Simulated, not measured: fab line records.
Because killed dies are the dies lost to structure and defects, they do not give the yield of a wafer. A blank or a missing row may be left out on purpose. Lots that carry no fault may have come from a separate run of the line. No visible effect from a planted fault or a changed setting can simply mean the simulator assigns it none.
The tool behind it: which one? | flow sfq line | Sampling: 14 lots, 42 wafers, 6 of 325 route steps

== WHAT EACH GAUGE READ, for each wafer ==
SFQ_M3_RS_MEAS_919: measurement is done with a four-point probe.
lot  | measured     | on            | M3_NB_RS (ohm/sq)
L514 | day 31 14:48 | film metro-03 | 0.892 0.889 0.895
L515 | day 31 19:45 | film metro-03 | 0.872 0.880 0.877
L516 | day 32 02:10 | film metro-04 | 0.891 0.893 0.893
L519 | day 32 14:46 | film metro-03 | 0.880 0.889 0.888
L523 | day 36 01:31 | film metro-01 | 0.448 0.448 0.447
L524 | day 36 07:02 | film metro-01 | 0.889 0.893 0.891
L525 | day 37 07:34 | film metro-01 | 0.447 0.447 0.444
L527 | day 38 07:17 | film metro-04 | 0.892 0.891 0.899
L530 | day 40 10:38 | film metro-04 | 0.902 0.897 0.913
L531 | day 45 22:25 | film metro-03 | 0.896 0.907 0.900
L533 | day 46 11:34 | film metro-01 | 0.878 0.887 0.895
L535 | day 46 21:10 | film metro-03 | 0.906 0.896 0.904
L536 | day 47 04:29 | film metro-01 | 0.907 0.899 0.903
L537 | day 47 08:07 | film metro-03 | 0.896 0.901 0.900

SFQ_I6_BOW_MEAS_941.
lot  | measured     | on            | I6_BOW (um)
L514 | day 71 11:34 | film metro-01 | 5 20 12
L515 | day 71 13:13 | film metro-04 | -1 -10 4
L516 | day 71 17:11 | film metro-04 | -7 15 -4
L519 | day 72 20:47 | film metro-03 | 13 12 3
L523 | day 74 14:16 | film metro-04 | -3 -11 -15
L524 | day 74 16:07 | film metro-04 | 9 4 8
L525 | day 75 02:45 | film metro-03 | 7 0 2
L527 | day 75 18:28 | film metro-01 | 10 20 15
L530 | day 76 20:37 | film metro-04 | 16 22 23
L531 | day 77 19:28 | film metro-01 | 16 17 23
L533 | day 78 08:11 | film metro-04 | -6 -9 0
L535 | day 78 17:25 | film metro-01 | -4 -2 2
L536 | day 79 05:16 | film metro-03 | 5 6 4
L537 | day 79 12:29 | film metro-04 | 7 4 2

== WHAT TOOL EACH LOT RAN ON (gives the tool, then ch and the chambers of the sampled wafers, and finally the start) ==
lot  | SFQ_TRILAYER_I1_DEP_PECVD_045   | SFQ_TRILAYER_M3_DEP_SPUTTER_073 | SFQ_TRILAYER_M3_ETCH_METAL_ETCH_078 | SFQ_TRILAYER_C5_ETCH_VIA_ETCH_154
L514 | pecvd-03 ch 0,1,2, day 23 18:56 | pvd sputter-05, day 31 14:40    | rie metal-04 ch 0,1, day 38 01:18   | rie diel-04 ch 0,1,2, day 66 14:13
L515 | pecvd-03 ch 0,1,2, day 24 02:55 | pvd sputter-05, day 31 19:38    | rie metal-02 ch 0,1, day 38 08:28   | rie diel-01 ch 0,1,3, day 66 16:37
L516 | pecvd-01 ch 0,1,2, day 24 07:43 | pvd sputter-05, day 32 02:04    | rie metal-04 ch 0,1, day 38 14:28   | rie diel-01 ch 0,1,3, day 67 00:17
L519 | pecvd-03 ch 0,1,2, day 24 14:55 | pvd sputter-05, day 32 14:40    | rie metal-03 ch 0,1, day 39 03:40   | rie diel-04 ch 1,2,3, day 68 01:37
L523 | pecvd-03 ch 0,1,2, day 27 01:12 | pvd sputter-03, day 36 01:08    | rie metal-03 ch 0,1, day 42 06:02   | rie diel-03 ch 1,2, day 69 18:36
L524 | pecvd-02 ch 0,2, day 28 16:24   | pvd sputter-06, day 36 06:56    | rie metal-04 ch 0,1, day 42 09:38   | rie diel-01 ch 0,1,3, day 69 21:00
L525 | pecvd-02 ch 0,2, day 29 18:28   | pvd sputter-06, day 37 07:12    | rie metal-03 ch 0, day 43 04:59     | rie diel-03 ch 0,1, day 70 10:21
L527 | pecvd-01 ch 0,1, day 30 15:52   | pvd sputter-06, day 38 07:11    | rie metal-03 ch 0,1, day 43 22:11   | rie diel-01 ch 1,3, day 71 03:09
L530 | pecvd-02 ch 0,1,2, day 32 02:40 | pvd sputter-06, day 40 10:32    | rie metal-04 ch 0,1, day 44 23:40   | rie diel-04 ch 1,2,3, day 72 03:35
L531 | pecvd-01 ch 0,1,2, day 32 09:52 | pvd sputter-06, day 45 22:17    | rie metal-04 ch 1, day 46 01:10     | rie diel-03 ch 2,3, day 73 04:47
L533 | pecvd-03 ch 0,1,2, day 33 04:45 | pvd sputter-03, day 46 11:29    | rie metal-04 ch 1, day 46 14:06     | rie diel-04 ch 2,3, day 73 13:19
L535 | pecvd-01 ch 0,1,2, day 33 11:58 | pvd sputter-03, day 46 21:05    | rie metal-02 ch 0,1, day 52 09:44   | rie diel-04 ch 2,3, day 74 00:07
L536 | pecvd-01 ch 0,1,2, day 33 19:09 | pvd sputter-03, day 47 04:24    | rie metal-03 ch 0,1, day 52 15:44   | rie diel-04 ch 0,2,3, day 74 14:31
L537 | pecvd-02 ch 1,2, day 33 22:45   | pvd sputter-06, day 47 08:01    | rie metal-02 ch 1, day 52 19:20     | rie diel-04 ch 0,2, day 74 19:19
- SFQ_TRILAYER_I1_DEP_PECVD_045: deposits SiO2 from SiH4/N2O, time 111.11 s, target thk 500 nm.
- SFQ_TRILAYER_M3_DEP_SPUTTER_073: material Nb, target thk 200 nm, time 133.3 s.
- SFQ_TRILAYER_M3_ETCH_METAL_ETCH_078: etches Nb in Cl2/Ar, stops on SiO2, target depth 240 nm, time 120 s.
- SFQ_TRILAYER_C5_ETCH_VIA_ETCH_154: etches SiO2 in CHF3, stops on Nb, target depth 84 nm.

== AS READ BY THE TOOLS THEMSELVES (means over the sampled wafers that have a number; for cases with no such wafer, the mark the record gives instead) ==
SFQ_TRILAYER_I1_DEP_PECVD_045.
lot  | tool     | heater power w (W) | throttle valve pct (%)
L514 | pecvd-03 | 75                 | 26.8
L515 | pecvd-03 | 76                 | 26.8
L516 | pecvd-01 | 91                 | 24.1
L519 | pecvd-03 | 75                 | 26.9
L523 | pecvd-03 | 71                 | 26.8
L524 | pecvd-02 | 71                 | 23.5
L525 | pecvd-02 | 77                 | 23.6
L527 | pecvd-01 | 84                 | 25.0
L530 | pecvd-02 | 64                 | 23.4
L531 | pecvd-01 | 84                 | 24.5
L533 | pecvd-03 | 81                 | 26.7
L535 | pecvd-01 | 89                 | 24.6
L536 | pecvd-01 | 85                 | 24.6
L537 | pecvd-02 | 66                 | 23.4

SFQ_TRILAYER_M3_DEP_SPUTTER_073.
lot  | tool           | resputter cathode voltage v (V) | throttle valve pct (%)
L514 | pvd sputter-05 | 401                             | 30.6
L515 | pvd sputter-05 | 398                             | 30.8
L516 | pvd sputter-05 | 400                             | 30.5
L519 | pvd sputter-05 | 404                             | 30.5
L523 | pvd sputter-03 | 403                             | 29.1
L524 | pvd sputter-06 | 398                             | 29.7
L525 | pvd sputter-06 | 401                             | 29.8
L527 | pvd sputter-06 | 397                             | 29.4
L530 | pvd sputter-06 | 403                             | 29.6
L531 | pvd sputter-06 | 405                             | 29.1
L533 | pvd sputter-03 | 404                             | 30.2
L535 | pvd sputter-03 | 400                             | 28.8
L536 | pvd sputter-03 | 403                             | 30.0
L537 | pvd sputter-06 | 400                             | 29.6

SFQ_TRILAYER_M3_ETCH_METAL_ETCH_078.
lot  | tool         | drypump motor current A (A) | oes product au (a.u.)
L514 | rie metal-04 | 5.6                         | 0.891
L515 | rie metal-02 | 5.7                         | 0.901
L516 | rie metal-04 | 5.3                         | 0.894
L519 | rie metal-03 | 6.1                         | 0.896
L523 | rie metal-03 | 6.0                         | 1.009
L524 | rie metal-04 | 5.3                         | 0.898
L525 | rie metal-03 | 6.1                         | 1.005
L527 | rie metal-03 | 6.0                         | 0.894
L530 | rie metal-04 | 5.6                         | 0.888
L531 | rie metal-04 | 5.8                         | 0.889
L533 | rie metal-04 | 5.8                         | 0.895
L535 | rie metal-02 | 5.7                         | 0.889
L536 | rie metal-03 | 6.1                         | 0.891
L537 | rie metal-02 | 5.4                         | 0.888

SFQ_TRILAYER_C5_ETCH_VIA_ETCH_154.
lot  | tool        | drypump motor current A (A) | oes product au (a.u.)
L514 | rie diel-04 | 5.3                         | 0.906
L515 | rie diel-01 | 5.7                         | 0.897
L516 | rie diel-01 | 5.7                         | 0.886
L519 | rie diel-04 | 5.6                         | 0.898
L523 | rie diel-03 | 5.9                         | 0.886
L524 | rie diel-01 | 5.7                         | 0.894
L525 | rie diel-03 | 5.4                         | 0.891
L527 | rie diel-01 | 5.8                         | 0.887
L530 | rie diel-04 | 5.6                         | 0.886
L531 | rie diel-03 | 5.9                         | 0.893
L533 | rie diel-04 | 5.2                         | 0.896
L535 | rie diel-04 | 5.2                         | 0.892
L536 | rie diel-04 | 5.2                         | 0.891
L537 | rie diel-04 | 5.0                         | 0.903

== THE ANSWER, worked out from the rows above alone ==
Rule: usual is defined by the lots themselves. The widest of any qualifying gaps counts: lots, ordered by their means at a reading, are off when they make up no more than a third of the lots, leave a main group of 4 or more, and stand apart from it by 3 or more times the standard deviation of that group's means. The tables above print the reading to a certain number of digits; a main group whose means all agree to those digits is not used. A lot without any number at a reading at which 4 lots or more have one is off too. The other lots that the step has rows for count as sound. After the gauges, taken in route order, come the tools' own readings; for these a lot's mean is taken, as printed above. The first step at which some lot is off is used, and at that step the reading that is off furthest; a lot without a number counts as furthest.
Off: at SFQ_M3_RS_MEAS_919 (M3_NB_RS), L523, L525. The main group: mean 0.894 ohm/sq, standard deviation 0.008.
If a tool, at a process step before that reading, ran all the lots that are off and no sound lot after the first of them, it fits. The gauges at SFQ_M3_RS_MEAS_919 aren't tried: what is off there is off at SFQ_TRILAYER_M3_ETCH_METAL_ETCH_078 too, on other tools, and a gauge's error can't cause that. Not one of the candidates tried fits.

== WHAT THE SIMULATOR HAD PUT IN ==
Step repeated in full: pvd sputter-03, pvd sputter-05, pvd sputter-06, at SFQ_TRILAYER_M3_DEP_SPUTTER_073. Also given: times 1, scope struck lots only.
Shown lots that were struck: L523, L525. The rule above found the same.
